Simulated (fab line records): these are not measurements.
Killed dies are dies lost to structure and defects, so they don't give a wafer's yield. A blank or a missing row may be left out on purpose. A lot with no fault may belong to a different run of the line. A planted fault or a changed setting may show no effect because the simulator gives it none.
fab line records    flow gf180mcu    part 2 of 2: steps 30 to 37 of 37
record: lots: 5  wafers: 15  last_day: 32
route steps=602 shown VT_IMPLANT@135 MVSD@136 NWELL@137 LVPWELL@138 MVPSD@139 DUAL_GATE@141 POLY_GATE@157
lots untouched by any fault: they come from a run of this same line in which no faults occurred
start_h: the number of hours between the record's first day and the start of the first shown wafer of the lot    wait_h: time in hours since the lot's previous step    " the same as in the row above    L1.1+2: one row covering several wafers at once    - value missing, or start not given    * or withheld: withheld    < > ~ a bound
route shown NAME@n: NAME is a module with steps in the file, n the number in the route of the first one    usual: mean and standard deviation over wafers with no fault    same: alike in all rows    chamber/n: place in a boat    sites: the reading at each site    _std_site: their standard deviation    _edge_site: the outer-site mean with the inner-site mean subtracted    radius_mm: how far each site lies from the wafer's centre    mask NAME#n: copy n    behind: the last tool/chamber to shape the wafer    hold: why the lot went on hold/how many hours it stayed there/how the hold came to an end    device: names the non-switching transistor (n, p or np)    end of line: tests of these same wafers at the route's end    a step with no rows: only its recipe    killed: dies that structure and defects cost at the first sort, which is not the same as the wafer's yield    map: the dies of a wafer, with x for killed, . for not killed, _ for no die there
set.NAME: the setting that was run; set.NAME@STEP: the one run at that earlier step    model.NAME: the simulator's own value behind a step, which no gauge read
lots at selected steps of the route; one table per step, one row per wafer
services: the hour from which a tool's chamber was out of use, counted from the record's first day as start_h (under 0 if before that day), plus the number of hours and why
== steps ==
step: GF_POLY_GATE_EXPOSE_07
recipe: mask_id: Poly2  target_cd_nm: 280  na: 0.68  source_shape: conventional  sigma_outer: 0.6  dose_mj: 28
usual: focus_offset_nm: 0.0/0.5
lot.wafer  tool            chamber  start_h  wait_h  mask     focus_offset_nm
L075.2     krf_scanner-02  0        -        -       Poly2#0  -0.3
L075.5     "               0        "        "       Poly2#0  -0.3
L075.6     "               0        "        "       Poly2#0  0.1
L077.1     krf_scanner-01  0        -        -       Poly2#0  0.2
L077.3     "               0        "        "       Poly2#0  0.3
L077.5     "               0        "        "       Poly2#0  0.0
L078.4     krf_scanner-02  0        -        -       Poly2#0  0.3
L078.5     "               0        "        "       Poly2#0  -0.7
L078.6     "               0        "        "       Poly2#0  0.1
L087.2     krf_scanner-02  0        -        -       Poly2#0  -0.3
L087.4     "               0        "        "       Poly2#0  -0.4
L087.6     "               0        "        "       Poly2#0  0.1
L088.1     krf_scanner-02  0        -        -       Poly2#0  -0.3
L088.5     "               0        "        "       Poly2#0  -0.5
L088.6     "               0        "        "       Poly2#0  -0.2
step: GF_POLY_GATE_PEB_08
recipe: peb_temp_c: 135  peb_time_s: 90  resist: KrF
usual: resist_line_temp_C: 23.00/0.1
lot.wafer  tool            chamber  start_h  wait_h  resist_line_temp_C
L075.2     litho_track-02  0        -        -       22.93
L075.5     "               0        "        "       23.05
L075.6     "               0        "        "       22.93
L077.1     litho_track-04  0        -        -       23.03
L077.3     "               0        "        "       22.85
L077.5     "               0        "        "       23.12
L078.4     litho_track-04  0        -        -       23.01
L078.5     "               0        "        "       22.92
L078.6     "               0        "        "       23.01
L087.2     litho_track-04  0        -        -       22.99
L087.4     "               0        "        "       22.99
L087.6     "               0        "        "       23.07
L088.1     litho_track-04  0        -        -       23.13
L088.5     "               0        "        "       23.12
L088.6     "               0        "        "       23.05
step: GF_POLY_GATE_DEVELOP_09
recipe: develop_time_s: 60  resist: KrF  dev_temp_c: 21
usual: resist_line_temp_C: 23.01/0.099
lot.wafer  tool            chamber  start_h  wait_h  resist_line_temp_C
L075.2     litho_track-02  0        202.13   0.2     23.01
L075.5     "               0        "        "       22.81
L075.6     "               0        "        "       22.97
L077.1     litho_track-04  0        218.97   0.2     22.91
L077.3     "               0        "        "       23.04
L077.5     "               0        "        "       23.02
L078.4     litho_track-04  0        227.70   0.1     23.18
L078.5     "               0        "        "       23.09
L078.6     "               0        "        "       22.95
L087.2     litho_track-04  0        295.75   0.2     22.99
L087.4     "               0        "        "       23.06
L087.6     "               0        "        "       23.05
L088.1     litho_track-04  0        297.92   0.2     23.16
L088.5     "               0        "        "       23.07
L088.6     "               0        "        "       23.12
step: GF_POLY_GATE_CD_MEAS_10
recipe: target_cd_nm: 280
usual: cd_nm: 280.0/1.3
lot.wafer  tool       chamber  start_h  wait_h  cd_nm
L075.2     cd_sem-02  -        202.27   0.1     278.4
L075.5     "          -        "        "       279.6
L075.6     "          -        "        "       279.7
L077.1     cd_sem-02  -        219.12   0.1     281.5
L077.3     "          -        "        "       281.0
L077.5     "          -        "        "       280.9
L078.4     cd_sem-02  -        227.83   0.1     278.5
L078.5     "          -        "        "       278.3
L078.6     "          -        "        "       278.5
L087.2     cd_sem-01  -        295.89   0.1     281.3
L087.4     "          -        "        "       280.1
L087.6     "          -        "        "       279.9
L088.1     cd_sem-02  -        298.07   0.1     281.2
L088.5     "          -        "        "       282.3
L088.6     "          -        "        "       283.0
step: GF_POLY_GATE_OVL_MEAS_11
usual: POLY_GATE_OVL: 1/5.3
lot.wafer  tool        chamber  start_h  wait_h  POLY_GATE_OVL[nm]
L075.2     overlay-02  -        202.38   0.1     11
L075.5     "           -        "        "       2
L075.6     "           -        "        "       -2
L077.1     overlay-01  -        219.24   0.1     -5
L077.3     "           -        "        "       0
L077.5     "           -        "        "       -7
L078.4     overlay-02  -        227.91   0.1     -1
L078.5     "           -        "        "       -3
L078.6     "           -        "        "       -3
L087.2     overlay-02  -        296.00   0.1     2
L087.4     "           -        "        "       6
L087.6     "           -        "        "       6
L088.1     overlay-02  -        298.19   0.1     9
L088.5     "           -        "        "       4
L088.6     "           -        "        "       2
step: GF_POLY_GATE_ETCH_12
recipe: chemistry: N2/H2  target_depth_a: withheld  overetch_a: withheld  time_s: withheld  target: BARC  ion_energy_ev: 200  source_w: 500  bias_w: 100  pressure_mtorr: 30  n2_flow_sccm: 100  h2_flow_sccm: 200
usual: drypump_motor_current_A: 5.7/0.44  oes_product_au: 0.735/0.0043  throttle_valve_pct: 13.213/0.0094
lot.wafer  tool         chamber  start_h  wait_h  drypump_motor_current_A  oes_product_au  throttle_valve_pct
L075.2     rie_diel-04  1        202.41   0.0     5.1                      0.733           13.218
L075.5     "            1        "        "       5.1                      0.735           13.210
L075.6     "            0        "        "       5.8                      0.735           13.202
L077.1     rie_diel-03  3        219.28   0.0     6.8                      0.744           13.212
L077.3     "            1        "        "       5.6                      0.728           13.201
L077.5     "            2        "        "       5.3                      0.740           13.214
L078.4     rie_diel-03  1        227.93   0.0     5.6                      0.731           13.220
L078.5     "            1        "        "       5.6                      0.732           13.212
L078.6     "            2        "        "       5.3                      0.738           13.210
L087.2     rie_diel-02  3        296.03   0.0     5.9                      0.745           13.224
L087.4     "            1        "        "       5.8                      0.731           13.214
L087.6     "            2        "        "       5.1                      0.731           13.193
L088.1     rie_diel-03  0        298.23   0.0     6.4                      0.742           13.212
L088.5     "            3        "        "       6.8                      0.739           13.198
L088.6     "            0        "        "       6.4                      0.733           13.194
step: GF_POLY_GATE_ETCH_13
recipe: target: poly-Si  target_depth_nm: 198.5  stop_on: SiO2  over_etch_frac: 0.403  chemistry: HBr/Cl2  icp_w: 400  bias_w: 100  pressure_mtorr: 10  HBr_flow_sccm: 150  Cl2_flow_sccm: 50  time_s: 69.6
usual: drypump_motor_current_A: 5.6/0.34  oes_product_au: 0.989/0.0066  throttle_valve_pct: 33.684/0.0081
same: time_s: 69.6
lot.wafer  tool       chamber  start_h  wait_h  drypump_motor_current_A  oes_product_au  rf_hours_counter_h  throttle_valve_pct
L075.2     rie_si-02  1        202.46   -       5.1                      1.004           93                  33.680
L075.5     "          2        "        "       5.8                      0.996           -                   33.702
L075.6     "          1        "        "       5.1                      1.000           -                   33.682
L077.1     rie_si-02  1        219.33   -       5.1                      0.994           93                  33.683
L077.3     "          0        "        "       5.7                      0.987           2                   33.686
L077.5     "          3        "        "       4.9                      1.002           -                   33.685
L078.4     rie_si-01  3        227.98   -       5.9                      0.983           55                  33.688
L078.5     "          2        "        "       5.9                      0.989           -                   33.682
L078.6     "          1        "        "       5.6                      0.989           -                   33.675
L087.2     rie_si-01  2        296.08   -       5.9                      0.991           28                  33.682
L087.4     "          0        "        "       5.9                      0.983           19                  33.688
L087.6     "          1        "        "       5.5                      0.994           -                   33.693
L088.1     rie_si-02  2        298.28   -       5.7                      0.984           43                  33.682
L088.5     "          3        "        "       4.9                      0.991           -                   33.692
L088.6     "          0        "        "       5.6                      0.980           -                   33.680
step: GF_POLY_GATE_STRIP_14
recipe: chemistry: O2/N2  power_w: 1400  pressure_mtorr: 1500  platen_temp_c: 250  o2_flow_sccm: 3000  n2_flow_sccm: 300  overash_fraction: 0.5
usual: drypump_motor_current_A: 5.5/0.57  heater_power_w: 321/38  oes_product_au: 0.504/0.0046
lot.wafer  tool             chamber  start_h  wait_h  drypump_motor_current_A  heater_power_w  oes_product_au  rf_hours_counter_h
L075.2     plasma_asher-03  0        202.51   0.0     4.7                      345             0.506           7
L075.5     "                0        "        "       4.7                      336             0.507           -
L075.6     "                1        "        "       6.1                      334             0.496           -
L077.1     plasma_asher-02  1        219.38   0.0     5.5                      385             0.501           54
L077.3     "                1        "        "       5.5                      400             0.509           -
L077.5     "                1        "        "       5.5                      391             0.506           -
L078.4     plasma_asher-02  1        228.07   0.1     5.5                      390             0.507           -
L078.5     "                0        "        "       6.1                      305             0.504           -
L078.6     "                1        "        "       5.5                      381             0.502           -
L087.2     plasma_asher-02  0        296.13   0.0     6.1                      303             0.507           63
L087.4     "                0        "        "       6.1                      302             0.507           -
L087.6     "                0        "        "       6.1                      307             0.501           -
L088.1     plasma_asher-03  1        298.33   0.0     6.1                      334             0.506           16
L088.5     "                0        "        "       4.7                      333             0.496           -
L088.6     "                1        "        "       6.1                      329             0.508           -
== services ==
tool              chamber  start_h  hours  kind
iline_stepper-02  -        137.57   4.4    repair
iline_stepper-02  -        141.99   1.7    pm
wet_bench-04      -        142.91   1.5    repair
furnace-02        -        143.66   2.9    pm
krf_scanner-02    -        143.72   1.3    pm
rie_si-02         0        155.12   7.7    repair
rie_si-02         3        155.24   4.0    repair
iline_stepper-01  -        156.89   1.7    pm
lpcvd-01          -        157.92   1.1    repair
plasma_asher-03   -        169.62   14.6   pm
rie_si-01         2        172.67   3.3    repair
furnace-01        -        173.20   10.6   pm
furnace-01        -        183.81   2.3    pm
iline_stepper-01  -        187.18   2.1    pm
rie_si-01         -        188.20   0.2    repair
wet_bench-04      -        206.73   43.5   pm
rie_diel-03       3        208.35   6.9    repair
krf_scanner-02    -        212.10   4.0    pm
krf_scanner-02    -        231.67   0.8    pm
krf_scanner-02    -        236.68   0.7    repair
krf_scanner-02    -        237.70   1.0    pm
furnace-02        -        253.15   5.4    pm
wet_bench-03      -        266.07   5.8    repair
plasma_asher-03   -        276.74   2.1    repair
